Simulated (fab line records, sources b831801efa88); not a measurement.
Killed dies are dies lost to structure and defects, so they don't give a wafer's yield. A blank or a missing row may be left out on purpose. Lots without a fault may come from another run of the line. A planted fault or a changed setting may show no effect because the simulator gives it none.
Chamber matching | flow gf180mcu | GF_STI_CVD_23 on hdpcvd-02: 3 sister chambers
The step deposits SiO2, target thk 650 nm, time 108.3 s. 3 wafers are shown with their chamber, then 8 later ones without.

WAFERS WITH THEIR CHAMBER
wafer  | chamber | sih4_flow_sccm (sccm)
L529.5 | 1       | 59.83
L532.2 | 0       | 60.28
L535.1 | 2       | 59.91

WAFERS WITHOUT THEIR CHAMBER
wafer  | sih4_flow_sccm (sccm)
L535.5 | 59.90
L535.6 | 60.06
L536.2 | 59.96
L536.4 | 59.89
L536.5 | 60.13
L537.2 | 60.13
L537.3 | 60.13
L537.6 | 59.76

WHICH CHAMBER EACH WENT THROUGH
wafer  | from the rows above          | in truth
L535.5 | can't be placed: 2 or 1      | 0
L535.6 | can't be placed: 2 or 0 or 1 | 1
L536.2 | can't be placed: 2 or 1      | 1
L536.4 | can't be placed: 2 or 1      | 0
L536.5 | can't be placed: 0 or 2 or 1 | 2
L537.2 | can't be placed: 0 or 2 or 1 | 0
L537.3 | can't be placed: 0 or 2 or 1 | 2
L537.6 | can't be placed: 1 or 2      | 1
Placed correctly: 0 of 8. Can't be placed from these rows: 8 (the true chamber is among the candidates in 6). Placed wrongly: 0.
How it was worked out, from the rows above alone: a wafer's distance from a chamber is the root of the sum, over the readings, of the square of ((its reading less the chamber's mean) divided by the reading's scatter). The wafer belongs to the nearest chamber; if the next one is less than 2 further off, it can't be placed. A chamber's mean is the mean of its shown wafers. The scatter: with one shown wafer a chamber, the root of the mean of the squares of how far each hidden wafer lies from its nearest shown one.
